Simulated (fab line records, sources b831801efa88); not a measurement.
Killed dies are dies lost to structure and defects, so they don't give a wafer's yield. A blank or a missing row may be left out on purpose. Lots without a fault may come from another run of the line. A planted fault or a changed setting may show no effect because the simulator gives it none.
Which tool did it? | flow sky130 | 24 lots, 72 wafers sampled, at 6 steps of a route of 708

WHAT THE GAUGES READ, wafer by wafer
The record holds no reading of a measuring or inspecting step that can be judged against a usual standard deviation.

WHICH TOOL RAN EACH LOT (tool, then ch and the chambers of the sampled wafers, then the start)
lot  | SKY_METAL2_SPUTTER_00        | SKY_METAL2_METAL_ETCH_19          | SKY_METAL3_SPUTTER_03        | SKY_METAL3_DESCUM_15              | SKY_CAP2M_METAL_ETCH_13           | SKY_METAL4_ETCH_17
L074 | pvd_sputter-03, day 34 07:13 | rie_metal-04 ch 0,1, day 35 10:11 | pvd_sputter-03, day 36 15:50 | rie_metal-02 ch 0,1, day 38 20:06 | rie_metal-03 ch 0,1, day 41 01:48 | rie_diel-01 ch 0,1,2, day 42 02:50
L075 | pvd_sputter-04, day 34 15:14 | rie_metal-03 ch 1, day 35 17:15   | pvd_sputter-02, day 36 22:10 | rie_metal-02 ch 0,1, day 39 01:09 | rie_metal-04 ch 0,1, day 41 04:36 | rie_diel-03 ch 1,2,3, day 42 05:17
L076 | pvd_sputter-04, day 35 02:10 | rie_metal-02 ch 0, day 36 04:44   | pvd_sputter-04, day 37 09:44 | rie_metal-02 ch 0,1, day 39 12:35 | rie_metal-03 ch 0,1, day 41 16:08 | rie_diel-01 ch 1,2, day 42 16:30
L077 | pvd_sputter-03, day 35 08:11 | rie_metal-03 ch 1, day 36 10:46   | pvd_sputter-04, day 37 16:29 | rie_metal-02 ch 0,1, day 39 20:12 | rie_metal-04 ch 0,1, day 41 23:54 | rie_diel-04 ch 0,2,3, day 42 23:37
L078 | pvd_sputter-01, day 35 09:31 | rie_metal-04 ch 0,1, day 36 12:26 | pvd_sputter-03, day 37 17:15 | rie_metal-04 ch 0, day 39 20:34   | rie_metal-03 ch 0,1, day 42 00:01 | rie_diel-04 ch 2,3, day 42 23:58
L079 | pvd_sputter-01, day 35 12:35 | rie_metal-04 ch 0,1, day 36 15:50 | pvd_sputter-03, day 37 20:38 | rie_metal-01 ch 0,1, day 39 23:31 | rie_metal-01 ch 0,1, day 42 02:54 | rie_diel-03 ch 1,2, day 43 02:42
L080 | pvd_sputter-03, day 36 04:55 | rie_metal-04 ch 0,1, day 37 07:38 | pvd_sputter-04, day 38 11:20 | rie_metal-01 ch 0,1, day 40 13:40 | rie_metal-01 ch 1, day 42 15:33   | rie_diel-03 ch 2,3, day 43 15:47
L081 | pvd_sputter-03, day 36 11:17 | rie_metal-03 ch 0, day 37 13:31   | pvd_sputter-04, day 38 17:49 | rie_metal-01 ch 0,1, day 40 19:40 | rie_metal-01 ch 0,1, day 42 22:23 | rie_diel-01 ch 0,1, day 43 22:26
L082 | pvd_sputter-01, day 36 11:29 | rie_metal-04 ch 0,1, day 37 14:01 | pvd_sputter-02, day 38 18:58 | rie_metal-04 ch 0,1, day 40 20:00 | rie_metal-04 ch 0,1, day 42 22:40 | rie_diel-03 ch 0,1,3, day 43 22:47
L083 | pvd_sputter-01, day 36 17:52 | rie_metal-02 ch 0,1, day 37 20:39 | pvd_sputter-04, day 39 00:28 | rie_metal-02 ch 0, day 41 02:58   | rie_metal-04 ch 0,1, day 43 05:39 | rie_diel-04 ch 0,1,2, day 44 04:45
L084 | pvd_sputter-01, day 37 05:04 | rie_metal-03 ch 0, day 38 07:57   | pvd_sputter-02, day 39 12:05 | rie_metal-01 ch 0,1, day 41 13:40 | rie_metal-04 ch 0,1, day 43 15:24 | rie_diel-01 ch 1,2, day 44 14:52
L085 | pvd_sputter-03, day 37 10:17 | rie_metal-04 ch 0,1, day 38 11:39 | pvd_sputter-04, day 39 15:35 | rie_metal-04 ch 0,1, day 41 15:31 | rie_metal-01 ch 0,1, day 43 17:42 | rie_diel-03 ch 0,2, day 44 16:51
L086 | pvd_sputter-01, day 37 22:19 | rie_metal-04 ch 0,1, day 38 23:56 | pvd_sputter-04, day 40 03:56 | rie_metal-04 ch 0,1, day 42 04:10 | rie_metal-01 ch 0,1, day 44 04:40 | rie_diel-03 ch 0,3, day 45 03:55
L087 | pvd_sputter-01, day 38 04:24 | rie_metal-02 ch 0,1, day 39 05:59 | pvd_sputter-03, day 40 09:52 | rie_metal-01 ch 0,1, day 42 10:58 | rie_metal-03 ch 0,1, day 44 12:23 | rie_diel-04 ch 0,3, day 45 11:11
L088 | pvd_sputter-03, day 38 10:33 | rie_metal-04 ch 0, day 39 12:01   | pvd_sputter-04, day 40 15:05 | rie_metal-01 ch 0,1, day 42 14:25 | rie_metal-03 ch 0,1, day 44 14:36 | rie_diel-04 ch 0,3, day 45 13:33
L089 | pvd_sputter-01, day 38 14:32 | rie_metal-02 ch 0,1, day 39 15:41 | pvd_sputter-02, day 40 19:26 | rie_metal-01 ch 0,1, day 42 18:37 | rie_metal-04 ch 0, day 44 18:09   | rie_diel-04 ch 0,3, day 45 16:26
L090 | pvd_sputter-03, day 38 23:56 | rie_metal-04 ch 0, day 40 01:31   | pvd_sputter-04, day 41 04:37 | rie_metal-01 ch 0,1, day 43 03:45 | rie_metal-01 ch 0,1, day 45 04:27 | rie_diel-03 ch 0,2,3, day 46 02:04
L091 | pvd_sputter-03, day 39 05:38 | rie_metal-02 ch 0,1, day 40 06:48 | pvd_sputter-02, day 41 09:35 | rie_metal-04 ch 1, day 43 09:13   | rie_metal-03 ch 0,1, day 45 08:16 | rie_diel-01 ch 1,3, day 46 06:06
L092 | pvd_sputter-01, day 39 23:44 | rie_metal-04 ch 0,1, day 41 00:33 | pvd_sputter-02, day 42 03:20 | rie_metal-02 ch 0,1, day 44 01:49 | rie_metal-04 ch 0,1, day 46 00:09 | rie_diel-03 ch 0,1, day 46 21:47
L093 | pvd_sputter-01, day 40 05:01 | rie_metal-04 ch 0,1, day 41 06:13 | pvd_sputter-03, day 42 08:28 | rie_metal-01 ch 0,1, day 44 07:37 | rie_metal-01 ch 0,1, day 46 06:54 | rie_diel-01 ch 2,3, day 47 04:28
L094 | pvd_sputter-03, day 40 06:05 | rie_metal-03 ch 0,1, day 41 06:30 | pvd_sputter-02, day 42 09:01 | rie_metal-04 ch 0,1, day 44 08:07 | rie_metal-03 ch 0,1, day 46 07:33 | rie_diel-04 ch 1,2, day 47 05:28
L095 | pvd_sputter-04, day 40 11:26 | rie_metal-03 ch 0,1, day 41 11:47 | pvd_sputter-03, day 42 14:46 | rie_metal-01 ch 0,1, day 44 13:38 | rie_metal-03 ch 0,1, day 46 12:14 | rie_diel-04 ch 0,1,2, day 47 09:32
L096 | pvd_sputter-01, day 40 16:43 | rie_metal-02 ch 1, day 41 17:06   | pvd_sputter-02, day 42 19:52 | rie_metal-04 ch 0,1, day 44 21:10 | rie_metal-01 ch 0,1, day 46 16:57 | rie_diel-03 ch 0,1,3, day 47 14:10
L097 | pvd_sputter-03, day 41 02:20 | rie_metal-03 ch 0,1, day 42 02:49 | pvd_sputter-02, day 43 04:43 | rie_metal-02 ch 0, day 45 03:07   | rie_metal-01 ch 0,1, day 46 23:55 | rie_diel-01 ch 0,3, day 47 20:08
- SKY_METAL2_SPUTTER_00: material Ti, target thk 15 nm, time 10 s.
- SKY_METAL2_METAL_ETCH_19: etches the open film in Cl2/BCl3, stops on SiO2, target depth 360 nm, time 78 s.
- SKY_METAL3_SPUTTER_03: material Ti, target thk 5 nm, time 3.3 s.
- SKY_METAL3_DESCUM_15: chemistry O2, time 8 s.
- SKY_CAP2M_METAL_ETCH_13: etches TiN in Cl2/BCl3, stops on SiO2, target depth 220 nm, time 62.9 s.
- SKY_METAL4_ETCH_17: etches SiO2 in C4F8/O2/Ar, stops on TiN, time 3.9 s, target depth 15 nm.

WHAT THE TOOLS THEMSELVES READ (means of the sampled wafers that have a number; where no wafer has one, the mark that the record gives instead)
SKY_METAL2_SPUTTER_00.
lot  | tool           | throttle_valve_pct (%)
L074 | pvd_sputter-03 | 30.0
L075 | pvd_sputter-04 | 29.6
L076 | pvd_sputter-04 | 30.5
L077 | pvd_sputter-03 | 29.1
L078 | pvd_sputter-01 | 31.1
L079 | pvd_sputter-01 | 30.8
L080 | pvd_sputter-03 | 29.6
L081 | pvd_sputter-03 | 29.8
L082 | pvd_sputter-01 | 31.0
L083 | pvd_sputter-01 | 30.6
L084 | pvd_sputter-01 | 31.5
L085 | pvd_sputter-03 | 29.5
L086 | pvd_sputter-01 | 31.7
L087 | pvd_sputter-01 | 31.4
L088 | pvd_sputter-03 | 30.1
L089 | pvd_sputter-01 | 30.8
L090 | pvd_sputter-03 | 30.0
L091 | pvd_sputter-03 | 30.1
L092 | pvd_sputter-01 | 30.9
L093 | pvd_sputter-01 | 31.1
L094 | pvd_sputter-03 | 29.8
L095 | pvd_sputter-04 | 29.6
L096 | pvd_sputter-01 | 30.9
L097 | pvd_sputter-03 | 29.7

SKY_METAL2_METAL_ETCH_19.
lot  | tool         | drypump_motor_current_A (A) | mfc_cl2_sccm (sccm) | oes_product_au (a.u.) | rf_fwd_power_W (W) | throttle_valve_pct (%)
L074 | rie_metal-04 | 5.60                        | 60.03               | 0.859                 | 895                | 22.263
L075 | rie_metal-03 | 5.51                        | 60.05               | 0.857                 | 891                | 22.275
L076 | rie_metal-02 | 6.01                        | 59.76               | 0.859                 | 889                | 22.269
L077 | rie_metal-03 | 5.46                        | 60.12               | 0.852                 | 898                | 22.267
L078 | rie_metal-04 | 5.73                        | 59.89               | 0.856                 | 896                | 22.266
L079 | rie_metal-04 | 5.71                        | 60.05               | 0.857                 | 892                | 22.269
L080 | rie_metal-04 | 5.57                        | 59.97               | 0.853                 | 894                | 22.259
L081 | rie_metal-03 | 5.98                        | 60.12               | 0.852                 | 893                | 22.267
L082 | rie_metal-04 | 5.74                        | 60.12               | 0.858                 | 896                | 22.265
L083 | rie_metal-02 | 5.98                        | 59.89               | 0.855                 | 891                | 22.259
L084 | rie_metal-03 | 5.95                        | 59.95               | 0.858                 | 892                | 22.262
L085 | rie_metal-04 | 5.72                        | 60.08               | 0.857                 | 895                | 22.266
L086 | rie_metal-04 | 5.72                        | 59.93               | 0.858                 | 896                | 22.270
L087 | rie_metal-02 | 5.99                        | 60.02               | 0.857                 | 892                | 22.268
L088 | rie_metal-04 | 5.85                        | 59.91               | 0.858                 | 893                | 22.269
L089 | rie_metal-02 | 5.91                        | 59.97               | 0.855                 | 893                | 22.265
L090 | rie_metal-04 | 5.85                        | 60.23               | 0.856                 | 896                | 22.262
L091 | rie_metal-02 | 5.97                        | 60.19               | 0.857                 | 892                | 22.265
L092 | rie_metal-04 | 5.71                        | 60.15               | 0.847                 | 893                | 22.267
L093 | rie_metal-04 | 5.72                        | 59.78               | 0.848                 | 896                | 22.258
L094 | rie_metal-03 | 5.83                        | 60.02               | 0.858                 | 897                | 22.268
L095 | rie_metal-03 | 5.80                        | 60.21               | 0.852                 | 891                | 22.266
L096 | rie_metal-02 | 5.87                        | 59.98               | 0.848                 | 890                | 22.268
L097 | rie_metal-03 | 5.85                        | 60.04               | 0.857                 | 894                | 22.264

SKY_METAL3_SPUTTER_03.
lot  | tool           | throttle_valve_pct (%)
L074 | pvd_sputter-03 | 30.7
L075 | pvd_sputter-02 | 29.6
L076 | pvd_sputter-04 | 30.5
L077 | pvd_sputter-04 | 30.5
L078 | pvd_sputter-03 | 29.7
L079 | pvd_sputter-03 | 30.2
L080 | pvd_sputter-04 | 30.9
L081 | pvd_sputter-04 | 30.8
L082 | pvd_sputter-02 | 29.3
L083 | pvd_sputter-04 | 29.7
L084 | pvd_sputter-02 | 29.4
L085 | pvd_sputter-04 | 29.6
L086 | pvd_sputter-04 | 28.6
L087 | pvd_sputter-03 | 29.6
L088 | pvd_sputter-04 | 30.7
L089 | pvd_sputter-02 | 29.6
L090 | pvd_sputter-04 | 29.6
L091 | pvd_sputter-02 | 29.7
L092 | pvd_sputter-02 | 29.9
L093 | pvd_sputter-03 | 30.2
L094 | pvd_sputter-02 | 29.7
L095 | pvd_sputter-03 | 29.6
L096 | pvd_sputter-02 | 29.3
L097 | pvd_sputter-02 | 29.4

SKY_METAL3_DESCUM_15.
lot  | tool         | drypump_motor_current_A (A) | oes_product_au (a.u.) | rf_fwd_power_W (W) | temp_c (C)
L074 | rie_metal-02 | 5.9                         | 0.996                 | 146.3              | 40.08
L075 | rie_metal-02 | 5.9                         | 0.995                 | 146.2              | 40.07
L076 | rie_metal-02 | 6.0                         | 0.997                 | 146.3              | 39.91
L077 | rie_metal-02 | 6.0                         | 0.999                 | 146.9              | 40.00
L078 | rie_metal-04 | 5.9                         | 1.009                 | 146.3              | 39.95
L079 | rie_metal-01 | 6.6                         | 1.018                 | 147.1              | 40.05
L080 | rie_metal-01 | 6.6                         | 1.002                 | 147.3              | 40.03
L081 | rie_metal-01 | 6.6                         | 1.011                 | 147.5              | 40.04
L082 | rie_metal-04 | 5.8                         | 1.008                 | 147.4              | 40.05
L083 | rie_metal-02 | 6.0                         | 0.998                 | 146.3              | 40.00
L084 | rie_metal-01 | 6.6                         | 1.017                 | 147.0              | 39.98
L085 | rie_metal-04 | 5.6                         | 1.004                 | 147.9              | 39.90
L086 | rie_metal-04 | 5.7                         | 1.006                 | 147.1              | 39.99
L087 | rie_metal-01 | 6.6                         | 1.008                 | 147.7              | 39.93
L088 | rie_metal-01 | 6.5                         | 1.011                 | 147.3              | 39.96
L089 | rie_metal-01 | 6.7                         | 1.007                 | 147.3              | 39.89
L090 | rie_metal-01 | 6.6                         | 1.008                 | 147.4              | 40.07
L091 | rie_metal-04 | 5.5                         | 0.994                 | 148.1              | 40.02
L092 | rie_metal-02 | 6.0                         | 0.996                 | 146.4              | 40.04
L093 | rie_metal-01 | 6.6                         | 1.011                 | 147.4              | 40.00
L094 | rie_metal-04 | 5.6                         | 1.009                 | 147.8              | 39.94
L095 | rie_metal-01 | 6.6                         | 1.001                 | 146.8              | 40.07
L096 | rie_metal-04 | 5.6                         | 0.997                 | 148.0              | 39.98
L097 | rie_metal-02 | 6.1                         | 1.001                 | 145.9              | 39.98

SKY_CAP2M_METAL_ETCH_13.
lot  | tool         | drypump_motor_current_A (A) | mfc_cl2_sccm (sccm) | oes_product_au (a.u.) | rf_fwd_power_W (W) | throttle_valve_pct (%)
L074 | rie_metal-03 | 5.8                         | 60.03               | 0.927                 | 891.7              | 21.913
L075 | rie_metal-04 | 5.6                         | 59.78               | 0.932                 | 898.6              | 21.900
L076 | rie_metal-03 | 5.7                         | 60.10               | 0.931                 | 892.9              | 21.904
L077 | rie_metal-04 | 5.7                         | 60.09               | 0.942                 | 893.7              | 21.908
L078 | rie_metal-03 | 5.8                         | 60.08               | 0.945                 | 895.5              | 21.897
L079 | rie_metal-01 | 6.5                         | 60.01               | 0.940                 | 893.3              | 21.910
L080 | rie_metal-01 | 6.5                         | 60.23               | 0.927                 | 892.4              | 21.909
L081 | rie_metal-01 | 6.6                         | 59.93               | 0.939                 | 890.6              | 21.904
L082 | rie_metal-04 | 5.7                         | 60.01               | 0.931                 | 890.8              | 21.909
L083 | rie_metal-04 | 5.6                         | 60.02               | 0.941                 | 894.4              | 21.903
L084 | rie_metal-04 | 5.6                         | 60.02               | 0.947                 | 896.2              | 21.904
L085 | rie_metal-01 | 6.6                         | 59.82               | 0.933                 | 894.1              | 21.910
L086 | rie_metal-01 | 6.6                         | 59.99               | 0.945                 | 892.3              | 21.896
L087 | rie_metal-03 | 5.8                         | 60.07               | 0.932                 | 892.7              | 21.909
L088 | rie_metal-03 | 5.8                         | 59.86               | 0.945                 | 891.3              | 21.894
L089 | rie_metal-04 | 5.9                         | 59.92               | 0.937                 | 891.2              | 21.901
L090 | rie_metal-01 | 6.6                         | 60.25               | 0.933                 | 895.1              | 21.906
L091 | rie_metal-03 | 5.6                         | 60.10               | 0.931                 | 895.2              | 21.907
L092 | rie_metal-04 | 5.6                         | 60.19               | 0.945                 | 895.1              | 21.899
L093 | rie_metal-01 | 6.6                         | 60.10               | 0.940                 | 892.7              | 21.904
L094 | rie_metal-03 | 5.8                         | 59.92               | 0.942                 | 890.7              | 21.893
L095 | rie_metal-03 | 5.7                         | 60.04               | 0.943                 | 894.8              | 21.904
L096 | rie_metal-01 | 6.6                         | 59.93               | 0.944                 | 894.0              | 21.903
L097 | rie_metal-01 | 6.6                         | 60.06               | 0.937                 | 892.9              | 21.911

SKY_METAL4_ETCH_17.
lot  | tool        | oes_product_au (a.u.) | rf_fwd_power_W (W)
L074 | rie_diel-01 | 0.750                 | 1470
L075 | rie_diel-03 | 0.760                 | 1471
L076 | rie_diel-01 | 0.765                 | 1468
L077 | rie_diel-04 | 0.752                 | 1467
L078 | rie_diel-04 | 0.764                 | 1467
L079 | rie_diel-03 | 0.764                 | 1461
L080 | rie_diel-03 | 0.753                 | 1466
L081 | rie_diel-01 | 0.754                 | 1470
L082 | rie_diel-03 | 0.757                 | 1473
L083 | rie_diel-04 | 0.758                 | 1466
L084 | rie_diel-01 | 0.752                 | 1471
L085 | rie_diel-03 | 0.761                 | 1467
L086 | rie_diel-03 | 0.752                 | 1466
L087 | rie_diel-04 | 0.753                 | 1462
L088 | rie_diel-04 | 0.757                 | 1467
L089 | rie_diel-04 | 0.753                 | 1466
L090 | rie_diel-03 | 0.757                 | 1464
L091 | rie_diel-01 | 0.753                 | 1470
L092 | rie_diel-03 | 0.748                 | 1468
L093 | rie_diel-01 | 0.752                 | 1466
L094 | rie_diel-04 | 0.764                 | 1466
L095 | rie_diel-04 | 0.754                 | 1464
L096 | rie_diel-03 | 0.746                 | 1469
L097 | rie_diel-01 | 0.758                 | 1466

THE ANSWER, worked out from the rows above alone
Rule: what is usual is taken from the lots themselves. Put in order of their means at a reading, lots are off if they are a third of the lots or fewer, leave a main group of 4 or more, and stand apart from it by a gap of 3 or more times the standard deviation of the main group's means; of several such gaps the widest counts. A main group whose means are all the same, to the digits that the tables above print for the reading, isn't used. A lot without any number at a reading at which 4 lots or more have one is off too. The other lots that the step has rows for count as sound. The gauges are gone through in route order, then the tools' own readings, and for those a lot's mean is taken as printed above. The first step at which some lot is off is used, and at that step the reading that is off furthest; a lot without a number counts as furthest.
No lot is off at any reading shown: from this, nothing can be told.

WHAT THE SIMULATOR HAD PUT IN
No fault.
